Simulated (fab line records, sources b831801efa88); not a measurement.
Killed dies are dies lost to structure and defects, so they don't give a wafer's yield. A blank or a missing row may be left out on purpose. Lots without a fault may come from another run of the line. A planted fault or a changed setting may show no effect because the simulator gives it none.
Chamber matching | flow sky130 | SKY_CONTACT_CMP_04 on cmp-02: 4 sister chambers
The step polishes SiO2. 8 wafers are shown with their chamber, then 11 later ones without.

WAFERS WITH THEIR CHAMBER
wafer  | chamber | motor_current_A (A) | time_to_endpoint_s (s)
L085.5 | 0       | 13.4                | 82
L088.3 | 2       | 12.6                | 74
L088.5 | 3       | 11.2                | 79
L088.6 | 2       | 13.2                | 79
L092.1 | 0       | 13.4                | 84
L092.3 | 3       | 10.8                | 88
L092.5 | 1       | 11.1                | 82
L093.3 | 1       | 11.2                | 78

WAFERS WITHOUT THEIR CHAMBER
wafer  | motor_current_A (A) | time_to_endpoint_s (s)
L093.4 | 10.7                | 79
L093.5 | 13.1                | 77
L094.1 | 13.1                | 79
L094.2 | 13.3                | 82
L094.5 | 14.0                | 82
L095.2 | 13.0                | 82
L095.3 | 10.6                | 83
L095.5 | 13.4                | 88
L096.1 | 11.0                | 85
L096.3 | 12.9                | 86
L096.4 | 12.7                | 86

WHICH CHAMBER EACH WENT THROUGH
wafer  | from the rows above     | in truth
L093.4 | can't be placed: 3 or 1 | 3
L093.5 | can't be placed: 2 or 0 | 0
L094.1 | can't be placed: 2 or 0 | 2
L094.2 | can't be placed: 0 or 2 | 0
L094.5 | 0                       | 0
L095.2 | can't be placed: 2 or 0 | 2
L095.3 | can't be placed: 3 or 1 | 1
L095.5 | 0                       | 0
L096.1 | can't be placed: 3 or 1 | 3
L096.3 | can't be placed: 0 or 2 | 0
L096.4 | can't be placed: 2 or 0 | 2
Placed correctly: 2 of 11. Can't be placed from these rows: 9 (the true chamber is among the candidates in 9). Placed wrongly: 0.
How it was worked out, from the rows above alone: a wafer's distance from a chamber is the root of the sum, over the readings, of the square of ((its reading less the chamber's mean) divided by the reading's scatter). The wafer belongs to the nearest chamber; if the next one is less than 2 further off, it can't be placed. A chamber's mean is the mean of its shown wafers. The scatter: the root of (the sum of the squares of (reading less its chamber's mean) over the shown wafers, divided by (wafers less chambers)).
